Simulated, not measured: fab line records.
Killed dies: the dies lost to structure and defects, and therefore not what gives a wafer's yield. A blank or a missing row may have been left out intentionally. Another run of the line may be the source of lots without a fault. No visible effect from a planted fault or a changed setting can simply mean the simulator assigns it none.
fab line records	flow sky130
record: lots: 6	wafers: 18	last-day: 50
route steps=708 shown VT_ADJUST_HVTR@139 VT_ADJUST_PCH@143 SONOS_TUNNEL@154 PAD_OPEN@708
lots that met no fault: taken from a fault-free run of the same line
start-h: the number of hours between the record's first day and the start of the first shown wafer of the lot	wait-h: hours elapsed since this lot's preceding step	" as in the row above	L1.1+2: a row that stands for several wafers	- no value present, or no start provided	* or withheld: withheld	< > ~ a bound
route shown NAME@n: a module of which the file shows steps, and the number in the route of the first	usual: average and standard deviation across the fault-free wafers	same: alike in all rows	chamber/n: place in a boat	sites: per-site readings	_std_site: standard deviation across them	_edge_site: the outer-site mean with the inner-site mean subtracted	radius-mm: how far each site lies from the wafer's centre	mask NAME#n: copy n	behind: tool/chamber where the wafer was last shaped	hold: why the lot was held/for how many hours/how that ended	device: whichever transistor did not switch (one of n, p or np)	end of line: tests run on the same wafers once the route is complete	step lacking rows: just its recipe	killed: dies lost to structure and defects at the first sort, not the wafer's yield	map: shows each die of a wafer: x if killed, . if not, _ if none is there
set.NAME: the setting the step ran with; set.NAME@STEP: the setting that earlier step ran with	model.NAME: the simulator's own value behind a step, which no gauge read
lots at selected steps of the route; one table per step, one row per wafer
services: from which hour (start-h, from the record's first day; less than 0 if before it) a tool's chamber was out of use, for how many hours, and why
== steps ==
step: SKY_VT_ADJUST_HVTR_OVL_MEAS_08
usual: VT_ADJUST_HVTR_OVL: -0.3/1.3
lot.wafer	tool	chamber	start-h	wait-h	VT_ADJUST_HVTR_OVL[nm]
L417.2	overlay-02	-	224.63	0.1	0.7
L417.3	"	-	"	"	-0.1
L417.6	"	-	"	"	0.9
L421.1	overlay-02	-	243.93	0.1	1.6
L421.5	"	-	"	"	-0.5
L421.6	"	-	"	"	0.7
L424.2	overlay-02	-	267.18	0.1	-2.3
L424.3	"	-	"	"	-2.6
L424.6	"	-	"	"	-3.4
L429.1	overlay-01	-	307.13	0.1	0.2
L429.2	"	-	"	"	-0.1
L429.5	"	-	"	"	-0.5
L432.3	overlay-02	-	332.34	0.1	-1.9
L432.5	"	-	"	"	-1.1
L432.6	"	-	"	"	-1.9
L438.1	overlay-02	-	370.93	0.1	0.3
L438.2	"	-	"	"	0.1
L438.5	"	-	"	"	-1.7
step: SKY_VT_ADJUST_HVTR_IMPLANT_09
recipe: species: B	energy-kev: 10	dose-cm2: 2.1e+12	tilt-deg: withheld
step: SKY_VT_ADJUST_HVTR_STRIP_10
recipe: chemistry: O2/N2	power-w: 1400	pressure-mtorr: 1500	platen-temp-c: withheld	o2-flow-sccm: 3000	n2-flow-sccm: 300	overash-fraction: 0.5
usual: drypump-motor-current-A: 5.8/0.66	oes-product-au: 0.716/0.0047	strip-time-to-endpoint-s: 14.17/0.033
lot.wafer	tool	chamber	start-h	wait-h	drypump-motor-current-A	oes-product-au	rf-hours-counter-h	strip-time-to-endpoint-s
L417.2	plasma-asher-03	0	224.81	0.1	5.8	0.713	53	14.14
L417.3	"	0	"	"	5.8	0.715	-	14.19
L417.6	"	0	"	"	5.8	0.718	-	14.18
L421.1	plasma-asher-04	0	244.11	0.1	5.2	0.718	56	14.16
L421.5	"	1	"	"	6.5	0.716	-	14.18
L421.6	"	0	"	"	5.3	0.715	-	14.20
L424.2	plasma-asher-03	1	267.36	0.1	4.9	0.712	57	14.15
L424.3	"	1	"	"	4.9	0.722	-	14.19
L424.6	"	1	"	"	5.0	0.723	-	14.15
L429.1	plasma-asher-02	1	307.31	0.1	5.4	0.719	50	14.17
L429.2	"	0	"	"	6.7	0.713	50	14.17
L429.5	"	1	"	"	5.4	0.720	-	14.16
L432.3	plasma-asher-03	0	332.55	0.1	5.8	0.719	-	14.18
L432.5	"	0	"	"	5.8	0.708	-	14.16
L432.6	"	1	"	"	4.9	0.717	-	14.15
L438.1	plasma-asher-03	1	371.11	0.1	4.9	0.714	67	14.15
L438.2	"	0	"	"	5.8	0.716	67	14.16
L438.5	"	1	"	"	4.9	0.724	-	14.16
step: SKY_VT_ADJUST_HVTR_TW_MEAS_11
usual: VT_ADJUST_HVTR_TW: 208.7/2.5
lot.wafer	tool	chamber	start-h	wait-h	VT_ADJUST_HVTR_TW
L417.2	film-metro-04	-	224.92	0.1	210.7
L417.3	"	-	"	"	210.7
L417.6	"	-	"	"	208.9
L421.1	film-metro-03	-	244.21	0.1	208.5
L421.5	"	-	"	"	208.1
L421.6	"	-	"	"	208.0
L424.2	film-metro-04	-	267.47	0.1	211.6
L424.3	"	-	"	"	210.6
L424.6	"	-	"	"	212.4
L429.1	film-metro-01	-	307.41	0.1	208.2
L429.2	"	-	"	"	207.6
L429.5	"	-	"	"	207.7
L432.3	film-metro-04	-	332.63	0.1	212.7
L432.5	"	-	"	"	212.0
L432.6	"	-	"	"	211.0
L438.1	film-metro-01	-	371.21	0.1	206.7
L438.2	"	-	"	"	206.5
L438.5	"	-	"	"	206.9
step: SKY_VT_ADJUST_PCH_DEHYDRATE_00
recipe: temp-c: 200	time-s: 60
step: SKY_VT_ADJUST_PCH_HMDS_01
recipe: prime-time-s: 60	prime-temp-c: 120
step: SKY_VT_ADJUST_PCH_COAT_02
recipe: spin-rpm: 2000	resist-thk-nm: 3000
step: SKY_VT_ADJUST_PCH_SOFTBAKE_03
recipe: temp-c: 110	time-s: withheld
step: SKY_VT_ADJUST_PCH_EXPOSE_04
recipe: mask-id: NWM	na: 0.6	source-shape: conventional	sigma-outer: 0.6	polarization: unpolarized	target-cd-nm: 840	dose-mj: 255
step: SKY_VT_ADJUST_PCH_PEB_05
recipe: temp-c: 115	time-s: withheld
step: SKY_VT_ADJUST_PCH_DEVELOP_06
recipe: wall-angle-deg: 90	developer: TMAH	develop-time-s: 60	dev-temp-c: 23
step: SKY_VT_ADJUST_PCH_OVL_MEAS_07
usual: VT_ADJUST_PCH_OVL: -1.6/1.5
lot.wafer	tool	chamber	start-h	wait-h	VT_ADJUST_PCH_OVL[nm]
L417.2	overlay-01	-	248.11	-	-0.8
L417.3	"	-	"	"	-0.7
L417.6	"	-	"	"	-2.3
L421.1	overlay-01	-	268.39	-	-2.7
L421.5	"	-	"	"	-0.2
L421.6	"	-	"	"	-0.5
L424.2	overlay-01	-	292.52	-	-1.6
L424.3	"	-	"	"	-1.9
L424.6	"	-	"	"	-2.5
L429.1	overlay-01	-	332.84	-	-0.6
L429.2	"	-	"	"	-1.8
L429.5	"	-	"	"	-2.7
L432.3	overlay-02	-	357.96	-	-2.9
L432.5	"	-	"	"	-1.6
L432.6	"	-	"	"	-1.5
L438.1	overlay-02	-	396.54	-	-3.0
L438.2	"	-	"	"	-1.1
L438.5	"	-	"	"	-4.6
step: SKY_VT_ADJUST_PCH_IMPLANT_08
recipe: species: B	energy-kev: 10	dose-cm2: 5e+11	tilt-deg: withheld
usual: beam-on-s: 10.01/0.21	dose-ions-cm2: 5e+11/5.8e+08	end-station-pressure-torr: 4.98e-06/2.7e-07	faraday-current-uA: 2.82/0.059
lot.wafer	tool	chamber	start-h	wait-h	beam-on-s	dose-ions-cm2	end-station-pressure-torr	faraday-current-uA
L417.2	implanter-01	0	248.16	0.0	11.62	5.002e+11	7.58e-05	2.41
L417.3	"	0	"	"	11.23	4.998e+11	8.685e-05	2.51
L417.6	"	0	"	"	11.55	4.995e+11	8.785e-05	2.44
L421.1	implanter-01	0	268.43	0.0	11.77	4.997e+11	8.028e-05	2.38
L421.5	"	0	"	"	11.67	4.996e+11	8.666e-05	2.40
L421.6	"	0	"	"	11.96	4.989e+11	9.176e-05	2.33
L424.2	implanter-04	0	292.57	0.0	9.81	5.006e+11	5.34e-06	2.87
L424.3	"	0	"	"	10.15	4.999e+11	4.94e-06	2.77
L424.6	"	0	"	"	10.08	5.002e+11	5.23e-06	2.80
L429.1	implanter-03	0	332.88	0.0	10.14	5.003e+11	4.87e-06	2.79
L429.2	"	0	"	"	10.11	4.997e+11	5.04e-06	2.79
L429.5	"	0	"	"	10.16	5.008e+11	4.69e-06	2.78
L432.3	implanter-03	0	358.04	0.1	10.17	5.007e+11	5.28e-06	2.79
L432.5	"	0	"	"	9.58	5.001e+11	5.3e-06	2.94
L432.6	"	0	"	"	9.91	4.994e+11	5.36e-06	2.84
L438.1	implanter-01	0	396.58	0.0	10.29	5.003e+11	4.31e-06	2.74
L438.2	"	0	"	"	9.82	5.005e+11	4.58e-06	2.86
L438.5	"	0	"	"	10.02	5.011e+11	5.22e-06	2.81
step: SKY_VT_ADJUST_PCH_STRIP_09
recipe: chemistry: O2/N2	power-w: 1400	pressure-mtorr: 1500	platen-temp-c: withheld	o2-flow-sccm: 3000	n2-flow-sccm: 300	overash-fraction: 0.5
usual: drypump-motor-current-A: 5.5/0.42	oes-product-au: 0.723/0.0042	strip-time-to-endpoint-s: 36.94/0.11
lot.wafer	tool	chamber	start-h	wait-h	drypump-motor-current-A	oes-product-au	rf-hours-counter-h	strip-time-to-endpoint-s
L417.2	plasma-asher-04	0	248.29	0.1	5.3	0.725	56	37.02
L417.3	"	0	"	"	5.2	0.716	-	37.04
L417.6	"	0	"	"	5.3	0.723	-	36.98
L421.1	plasma-asher-03	0	268.58	0.1	5.8	0.724	57	36.95
L421.5	"	0	"	"	5.8	0.717	-	36.97
L421.6	"	1	"	"	4.9	0.719	-	37.00
L424.2	plasma-asher-01	0	292.70	0.1	5.3	0.724	17	37.04
L424.3	"	1	"	"	5.6	0.724	-	36.91
L424.6	"	0	"	"	5.3	0.726	-	37.09
L429.1	plasma-asher-01	0	333.18	0.2	5.3	0.719	21	37.10
L429.2	"	1	"	"	5.6	0.722	21	36.90
L429.5	"	0	"	"	5.3	0.719	-	36.92
L432.3	plasma-asher-03	1	358.17	0.1	5.0	0.731	-	36.90
L432.5	"	1	"	"	5.0	0.729	-	37.09
L432.6	"	0	"	"	5.8	0.722	-	37.07
L438.1	plasma-asher-01	1	396.73	0.1	5.6	0.727	27	36.61
L438.2	"	0	"	"	5.3	0.724	27	36.74
L438.5	"	1	"	"	5.6	0.729	-	36.64
step: SKY_VT_ADJUST_PCH_TW_MEAS_10
usual: VT_ADJUST_PCH_TW: 142.5/0.79
lot.wafer	tool	chamber	start-h	wait-h	VT_ADJUST_PCH_TW
L417.2	film-metro-03	-	248.40	0.1	147.6
L417.3	"	-	"	"	147.1
L417.6	"	-	"	"	146.7
L421.1	film-metro-03	-	268.68	0.1	149.2
L421.5	"	-	"	"	149.1
L421.6	"	-	"	"	148.9
L424.2	film-metro-03	-	292.81	0.1	142.3
L424.3	"	-	"	"	142.4
L424.6	"	-	"	"	142.8
L429.1	film-metro-02	-	333.28	0.1	141.9
L429.2	"	-	"	"	142.2
L429.5	"	-	"	"	142.4
L432.3	film-metro-04	-	358.26	0.1	144.0
L432.5	"	-	"	"	143.7
L432.6	"	-	"	"	144.5
L438.1	film-metro-03	-	396.83	0.1	143.1
L438.2	"	-	"	"	142.9
L438.5	"	-	"	"	143.0
step: SKY_SONOS_TUNNEL_DEHYDRATE_00
recipe: temp-c: 200	time-s: 60
step: SKY_PAD_OPEN_PROBE_99
usual: killed_at_M0_to_M3: 42/7.3	killed_at_M4_up: 3.4/2	killed-at-contacts: 24/5.8	killed-at-front-end: 15/4.6	killed-at-other: 0.3/0.62	killed-dies: 84/9.8	killed-open: 47/6.9	killed-short: 38/6.3
same: gross-dies: 492	killed-at-back-side: 0
lot.wafer	tool	chamber	start-h	wait-h	killed_at_M0_to_M3	killed_at_M4_up	killed-at-contacts	killed-at-front-end	killed-at-other	killed-dies	killed-open	killed-short	model.etest.pfet-g5v0d10v5.off-log10-a-um	model.etest.pfet-g5v0d10v5.vt-sat-v	model.etest.pfet_16v.vt-v	model.etest.pfet-g5v0d10v5.vt-v	model.etest.pfet-g5v0d10v5.vt-long-v	model.etest.pfet_01v8_lvt.vt-sat-v	model.etest.pfet_01v8_lvt.vt-v	model.etest.pfet_01v8_lvt.vt-long-v
L417.2	prober-02	-	1098.96	0.1	59	4	17	8	0	88	48	40	-12.1	-0.5873	-1.044	-0.7862	-0.884	-0.4001	-0.4931	-0.6173
L417.3	prober-02	-	1099.01	0.2	41	6	22	9	0	78	43	35	-11.78	-0.5607	-1.041	-0.7752	-0.8821	-0.3934	-0.493	-0.6161
L417.6	prober-02	-	1099.16	0.2	33	2	17	15	0	67	39	28	-11.62	-0.5356	-1.04	-0.745	-0.8822	-0.402	-0.4956	-0.6175
L421.1	prober-01	-	1165.87	0.1	45	4	28	19	0	96	57	39	-12.38	-0.6038	-1.036	-0.8132	-0.8762	-0.4108	-0.4997	-0.6245
L421.5	prober-01	-	1166.07	0.2	41	3	28	14	0	86	46	40	-12.19	-0.6121	-1.046	-0.8158	-0.8831	-0.4117	-0.5013	-0.6201
L421.6	prober-01	-	1166.12	0.2	26	7	28	15	0	76	35	41	-11.73	-0.5692	-1.04	-0.7873	-0.8821	-0.4019	-0.4959	-0.6209
L424.2	prober-01	-	1167.42	0.1	33	5	15	20	2	75	40	35	-12.98	-0.6713	-1.121	-0.8512	-0.9456	-0.4603	-0.5506	-0.664
L424.3	prober-01	-	1167.47	0.2	41	6	20	25	0	92	53	39	-12.59	-0.6347	-1.12	-0.8208	-0.9452	-0.4511	-0.5456	-0.6629
L424.6	prober-01	-	1167.62	0.2	39	5	22	22	0	88	50	38	-12.76	-0.6574	-1.114	-0.8492	-0.9391	-0.4576	-0.551	-0.6639
L429.1	prober-02	-	1171.20	0.1	55	1	18	8	0	82	40	42	-12.75	-0.6509	-1.1	-0.8407	-0.9243	-0.4237	-0.5222	-0.6461
L429.2	prober-02	-	1171.25	0.1	47	4	26	11	0	88	40	48	-12.8	-0.6392	-1.095	-0.8292	-0.9245	-0.4275	-0.5239	-0.6453
L429.5	prober-02	-	1171.40	0.2	49	4	30	3	0	86	46	40	-12.66	-0.6408	-1.097	-0.8264	-0.9185	-0.4219	-0.5169	-0.642
L432.3	prober-01	-	1175.67	0.2	41	5	35	19	1	101	54	47	-13.14	-0.6948	-1.131	-0.8678	-0.9549	-0.4708	-0.5549	-0.6664
L432.5	prober-01	-	1175.77	0.2	48	6	21	14	0	89	56	33	-12.86	-0.6689	-1.135	-0.8535	-0.961	-0.4667	-0.5534	-0.671
L432.6	prober-01	-	1175.82	0.2	45	5	25	19	0	94	45	49	-13.04	-0.6796	-1.127	-0.8649	-0.9496	-0.4571	-0.5467	-0.6634
L438.1	prober-02	-	1199.26	0.1	44	0	28	20	0	92	47	45	-12.49	-0.6208	-1.114	-0.8116	-0.9425	-0.4643	-0.5524	-0.6673
L438.2	prober-02	-	1199.31	0.1	40	2	28	8	0	78	47	31	-12.86	-0.6522	-1.127	-0.8337	-0.9514	-0.4728	-0.559	-0.6714
L438.5	prober-02	-	1199.46	0.2	47	4	41	25	1	118	63	55	-13.11	-0.6804	-1.12	-0.8679	-0.9467	-0.4726	-0.5582	-0.6722
killed by level:class
L417.2 VIA1:geometric-particle:open=17 METAL2:geometric-particle:short=8 VIA2:geometric-particle:open=7 CONTACT:geometric-particle:open=6 VIA1:geometric-particle:short=6 VIA3:geometric-particle:open=6 FIELD_ISO:geometric-particle:open=5 LI_CONTACT:geometric-particle:open=5
L417.3 CONTACT:geometric-particle:open=10 VIA1:geometric-particle:open=9 VIA2:geometric-particle:open=8 METAL2:geometric-particle:short=7 LI_CONTACT:geometric-particle:open=4 LOCAL_INTERCONNECT:geometric-particle:short=4 METAL4:geometric-particle:short=4 VIA2:geometric-particle:short=4
L417.6 VIA1:geometric-particle:open=10 FIELD_ISO:geometric-particle:short=5 CONTACT:geometric-particle:short=5 VIA2:geometric-particle:open=5 FIELD_ISO:geometric-particle:open=4 POLY_GATE:geometric-particle:open=4 LI_CONTACT:geometric-particle:open=4 METAL2:geometric-particle:short=4
L421.1 CONTACT:geometric-particle:open=15 VIA1:geometric-particle:open=11 VIA2:geometric-particle:open=8 VIA1:geometric-particle:short=7 CONTACT:geometric-particle:short=6 FIELD_ISO:geometric-particle:short=5 LI_CONTACT:geometric-particle:open=4 METAL2:geometric-particle:short=4
L421.5 VIA1:geometric-particle:open=10 CONTACT:geometric-particle:open=9 LI_CONTACT:geometric-particle:open=7 METAL2:geometric-particle:short=7 VIA3:geometric-particle:open=7 POLY_GATE:geometric-particle:open=5 METAL3:geometric-particle:short=5 FIELD_ISO:geometric-particle:short=4
L421.6 CONTACT:geometric-particle:open=9 LI_CONTACT:geometric-particle:open=6 VIA1:geometric-particle:open=6 FIELD_ISO:geometric-particle:short=5 METAL4:geometric-particle:short=5 FIELD_ISO:geometric-particle:open=4 LI_CONTACT:geometric-particle:short=4 CONTACT:geometric-particle:short=4
L424.2 CONTACT:geometric-particle:open=7 VIA1:geometric-particle:open=7 POLY_GATE:geometric-particle:short=6 POLY_GATE:geometric-particle:open=6 VIA2:geometric-particle:open=4 VIA1:geometric-particle:short=4 METAL2:geometric-particle:short=4 VIA3:geometric-particle:open=4
L424.3 POLY_GATE:geometric-particle:open=11 VIA1:geometric-particle:open=11 METAL1:geometric-particle:short=8 VIA2:geometric-particle:open=7 POLY_GATE:geometric-particle:short=5 CONTACT:geometric-particle:open=5 FIELD_ISO:geometric-particle:open=4 LI_CONTACT:geometric-particle:open=4
L424.6 VIA1:geometric-particle:open=14 LI_CONTACT:geometric-particle:open=10 POLY_GATE:geometric-particle:short=8 POLY_GATE:geometric-particle:open=6 VIA2:geometric-particle:open=6 FIELD_ISO:geometric-particle:short=5 LOCAL_INTERCONNECT:geometric-particle:short=4 CONTACT:geometric-particle:open=4
L429.1 VIA1:geometric-particle:open=11 VIA3:geometric-particle:open=10 CONTACT:geometric-particle:open=9 METAL2:geometric-particle:short=7 VIA2:geometric-particle:short=7 METAL1:geometric-particle:short=5 VIA2:geometric-particle:open=5 VIA1:geometric-particle:short=5
L429.2 CONTACT:geometric-particle:short=8 METAL2:geometric-particle:short=6 VIA1:geometric-particle:short=6 VIA1:geometric-particle:open=6 VIA3:geometric-particle:open=6 LI_CONTACT:geometric-particle:open=5 CONTACT:geometric-particle:open=5 METAL1:geometric-particle:short=5
L429.5 VIA1:geometric-particle:open=12 CONTACT:geometric-particle:open=11 VIA2:geometric-particle:open=10 LOCAL_INTERCONNECT:geometric-particle:short=7 LI_CONTACT:geometric-particle:open=6 VIA3:geometric-particle:short=6 VIA1:geometric-particle:short=5 METAL1:geometric-particle:short=4
L432.3 VIA1:geometric-particle:open=11 CONTACT:geometric-particle:short=9 CONTACT:geometric-particle:open=9 LI_CONTACT:geometric-particle:open=7 FIELD_ISO:geometric-particle:open=6 VIA2:geometric-particle:open=6 VIA3:geometric-particle:short=6 LOCAL_INTERCONNECT:geometric-particle:short=5
L432.5 VIA1:geometric-particle:open=15 VIA3:geometric-particle:open=9 CONTACT:geometric-particle:open=7 POLY_GATE:geometric-particle:open=6 METAL1:geometric-particle:short=6 METAL2:geometric-particle:short=6 VIA2:geometric-particle:open=6 LI_CONTACT:geometric-particle:open=4
L432.6 VIA1:geometric-particle:open=9 VIA2:geometric-particle:open=9 METAL2:geometric-particle:short=7 LI_CONTACT:geometric-particle:open=7 CONTACT:geometric-particle:open=7 POLY_GATE:geometric-particle:short=6 CONTACT:geometric-particle:short=5 METAL1:geometric-particle:short=5
L438.1 VIA1:geometric-particle:open=10 CONTACT:geometric-particle:short=8 LI_CONTACT:geometric-particle:open=8 VIA1:geometric-particle:short=6 VIA2:geometric-particle:open=6 FIELD_ISO:geometric-particle:short=5 CONTACT:geometric-particle:open=5 VIA3:geometric-particle:open=5
L438.2 VIA1:geometric-particle:open=13 CONTACT:geometric-particle:open=11 LI_CONTACT:geometric-particle:open=7 LOCAL_INTERCONNECT:geometric-particle:short=6 VIA3:geometric-particle:open=5 VIA2:geometric-particle:open=5 METAL2:geometric-particle:short=4 POLY_GATE:geometric-particle:open=3
L438.5 CONTACT:geometric-particle:open=16 VIA1:geometric-particle:short=12 VIA1:geometric-particle:open=12 LI_CONTACT:geometric-particle:open=10 POLY_GATE:geometric-particle:short=7 CONTACT:geometric-particle:short=7 VIA2:geometric-particle:open=6 FIELD_ISO:geometric-particle:open=5
== services ==
tool	chamber	start-h	hours	kind
implanter-01	-	213.41	2.2	repair
implanter-03	-	231.21	3.2	repair
plasma-asher-03	-	272.52	4.3	pm
implanter-04	-	322.16	4.1	repair
plasma-asher-02	-	325.50	1.6	repair
implanter-03	-	337.92	8.5	repair
implanter-01	-	358.28	0.9	repair
plasma-asher-03	-	361.22	1.5	repair
implanter-04	-	374.24	4.4	repair
implanter-01	-	375.62	3.9	pm
plasma-asher-04	-	381.83	20.0	repair
plasma-asher-04	-	382.02	2.9	repair
implanter-01	-	383.51	1.6	repair
== key ==
first-sign: step: SKY_VT_ADJUST_PCH_IMPLANT_08	reading: end-station-pressure-torr	direction: up	sigmas: 99+	usual: 4.98e-06	struck: 8.487e-05
effect: step: SKY_VT_ADJUST_PCH_IMPLANT_08	reading: beam-on-s	direction: up	sigmas: 7.8	usual: 10.01	struck: 11.63
effect: step: SKY_VT_ADJUST_PCH_TW_MEAS_10	reading: VT_ADJUST_PCH_TW	direction: up	sigmas: 7.1	usual: 142.5	struck: 148.1
model-effect: step: SKY_PAD_OPEN_PROBE_99	value: etest.pfet-g5v0d10v5.off-log10-a-um	without: -12.42	struck: -11.97
met-at SKY_VT_ADJUST_PCH_IMPLANT_08
struck-wafers L417.2,L417.3,L417.6,L421.1,L421.5,L421.6
tester-left-out L417,L421
fault: kind: process-parameter-drift	tool: implanter-01	chamber: -	onset-h: 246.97	steps: SKY_VT_ADJUST_PCH_IMPLANT_08	channel: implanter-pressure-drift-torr	offset: 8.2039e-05	shape: step	end-h: 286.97
fault: kind: process-parameter-drift	tool: implanter-01	chamber: -	onset-h: 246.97	steps: SKY_VT_ADJUST_PCH_IMPLANT_08	channel: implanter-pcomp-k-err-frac	offset: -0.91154	shape: step	end-h: 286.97
tester-left-out: of these lots the tester's yield and bins aren't shown, on N5 and GAA mostly nor the transistor test; their killed dies are dies lost to structure and defects alone, not to doping, threshold or leakage, so they don't give the yield
